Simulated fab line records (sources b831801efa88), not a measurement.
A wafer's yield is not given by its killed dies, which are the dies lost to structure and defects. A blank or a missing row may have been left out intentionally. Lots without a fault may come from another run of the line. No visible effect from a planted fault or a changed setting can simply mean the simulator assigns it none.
Matching of chambers + flow sky130 + SKY_VIA2_HDPCVD_00 on hdpcvd-01: 3 sister chambers
The step deposits SiO2, target thk 1180 nm, time 196.7 s. 6 wafers are shown with their chamber, then 8 later ones without.

EACH WAFER AND ITS CHAMBER
| wafer  | chamber | sih4FlowSccm (sccm) | runLengthS (s) |
|--------|---------|---------------------|----------------|
| L987.1 | 0       | 59.91               | 224.9          |
| L987.6 | 2       | 59.70               | 223.9          |
| L989.1 | 0       | 60.28               | 224.3          |
| L989.2 | 1       | 60.04               | 224.3          |
| L989.5 | 1       | 59.69               | 224.9          |
| L995.1 | 2       | 60.11               | 224.3          |

WAFERS WITH NO CHAMBER GIVEN
| wafer  | sih4FlowSccm (sccm) | runLengthS (s) |
|--------|---------------------|----------------|
| L995.5 | 60.34               | 224.2          |
| L995.6 | 60.11               | 224.3          |
| L999.2 | 59.99               | 224.1          |
| L999.3 | 59.88               | 224.1          |
| L999.4 | 59.91               | 224.1          |
| L100.1 | 60.26               | 224.2          |
| L100.3 | 60.05               | 224.0          |
| L100.4 | 60.04               | 223.7          |

EACH ONE'S CHAMBER
| wafer  | from the rows above          | in truth |
|--------|------------------------------|----------|
| L995.5 | can't be placed: 0 or 2 or 1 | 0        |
| L995.6 | can't be placed: 0 or 2 or 1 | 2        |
| L999.2 | can't be placed: 2 or 0 or 1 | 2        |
| L999.3 | can't be placed: 2 or 1 or 0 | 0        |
| L999.4 | can't be placed: 2 or 1 or 0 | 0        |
| L100.1 | can't be placed: 0 or 2 or 1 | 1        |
| L100.3 | can't be placed: 2 or 0 or 1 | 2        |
| L100.4 | can't be placed: 2 or 0 or 1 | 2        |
0 of 8 placed correctly. Can't be placed from these rows: 8 (the true chamber is among the candidates in 8). 0 placed wrongly.
How it was worked out, from the rows above alone: a wafer's distance from a chamber is the root of the sum, over the readings, of the square of ((its reading less the chamber's mean) divided by the reading's scatter). If the next closest chamber is less than 2 further off than the closest, the wafer can't be placed; otherwise it belongs to the closest. The mean given for a chamber averages the wafers shown for that chamber. The scatter: take each reading less its chamber's mean, square it, sum over the shown wafers, divide by the number of wafers less the number of chambers, and take the root.
